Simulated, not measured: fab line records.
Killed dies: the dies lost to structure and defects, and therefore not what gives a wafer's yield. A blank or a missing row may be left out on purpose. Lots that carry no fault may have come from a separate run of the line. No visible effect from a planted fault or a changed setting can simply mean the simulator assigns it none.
8D (eight disciplines) problem report, filled in by code :: flow sky130 :: the parts of the form that need people (team, actions taken, sign-off) are left out

1. THE ISSUE
Wafers free of any fault read 210.8 (standard deviation 1.2) for VT_ADJUST_HVTR_TW at SKY_VT_ADJUST_HVTR_TW_MEAS_11, against a mean of 179.9 on 6 wafers of 2 lots. Measured from the usual mean, that is -26 standard deviations.
Earliest sighting: wafer L588.1 on film metro-04 at day 12 05:02. The record holds 36 wafers of 12 lots with a number at this step. Rule for "out" (also "out of limits"): further than 4 standard deviations from the usual mean. The rest of the wafers with a number are treated as sound.

2. WHAT IT IS, WHAT IT ISN'T
question: which readings at this step
is: VT_ADJUST_HVTR_TW
is not: -

question: which lots
is: L588, L590
is not: L580, L582, L587, L596, L597, L598, L599, L600, L601, L602

question: which wafers of those lots
is: all that have a number
is not: -

question: read on which gauges
is: film metro-02, film metro-04
is not: film metro-03

question: when
is: from day 12 05:02
is not: up to then (9 sound wafers); but 21 sound wafers of L596, L597, L598, L599, L600, L601, L602 came after

3. THE SUSPECTS, EACH WITH WHAT RULES IT OUT
Counting: any tool at a process step up to the reading is kept as a suspect provided that every lot that is out went through it and no sound lot did after the first of them.
- the gauge at SKY_VT_ADJUST_HVTR_TW_MEAS_11: ruled out. The wafers that are out were read on 2 gauges (film metro-02, film metro-04).
- implanter-02 at SKY_VT_ADJUST_HVTR_IMPLANT_09: ruled out as a lasting fault. Sound lots L602 ran on it after its first lot that is out, L588 (day 12 04:47).
Left after counting: nothing in the record.

4. THE CAUSE (what the simulator had put in)
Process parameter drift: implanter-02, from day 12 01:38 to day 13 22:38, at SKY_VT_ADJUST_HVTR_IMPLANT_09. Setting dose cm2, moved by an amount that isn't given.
Counting ruled it out, wrongly: the rule takes a fault to strike every lot that its tool runs from its start on, and this one did not.

5. SEQUENCE OF EFFECTS, ordered by route
Each row: a reading where the mean over the struck wafers with a number is more than 3 standard deviations away from the usual. Only readings for which the record gives a usual standard deviation are gone through. hours: the time from each lot's start at the first step in this table that gives one to its start at this step, as a median over the lots. sigmas: the change in usual standard deviations.
hours: 0
step: SKY_VT_ADJUST_HVTR_IMPLANT_09
reading: dose ions cm2
usual: 2.0998e+12
on struck wafers: 1.1979e+12
change: -9.0187e+11
sigmas: -99 or more

hours: 0
step: SKY_VT_ADJUST_HVTR_IMPLANT_09
reading: faraday current uA
usual: 11.83
on struck wafers: 6.79
change: -5.04
sigmas: -21

hours: 0
step: SKY_VT_ADJUST_HVTR_TW_MEAS_11
reading: VT_ADJUST_HVTR_TW
usual: 210.8
on struck wafers: 179.9
change: -30.9
sigmas: -26
Process steps it contains:
- SKY_VT_ADJUST_HVTR_IMPLANT_09
At these later measuring or inspecting steps, every struck wafer for which the step has a row has a number for every such reading, and none has moved that far: SKY_LI_CONTACT_THK_MEAS_23.

6. WHAT WOULD HAVE CAUGHT IT SOONER
3 hours passed between the start of the fault at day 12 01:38 and the first reading out of limits at a measuring or inspecting step in this record, taken at day 12 05:02.
Tool's own readings at SKY_VT_ADJUST_HVTR_IMPLANT_09, dose ions cm2, faraday current uA: out on all struck wafers the step has rows for; an alarm limit on them would have tripped on the first.
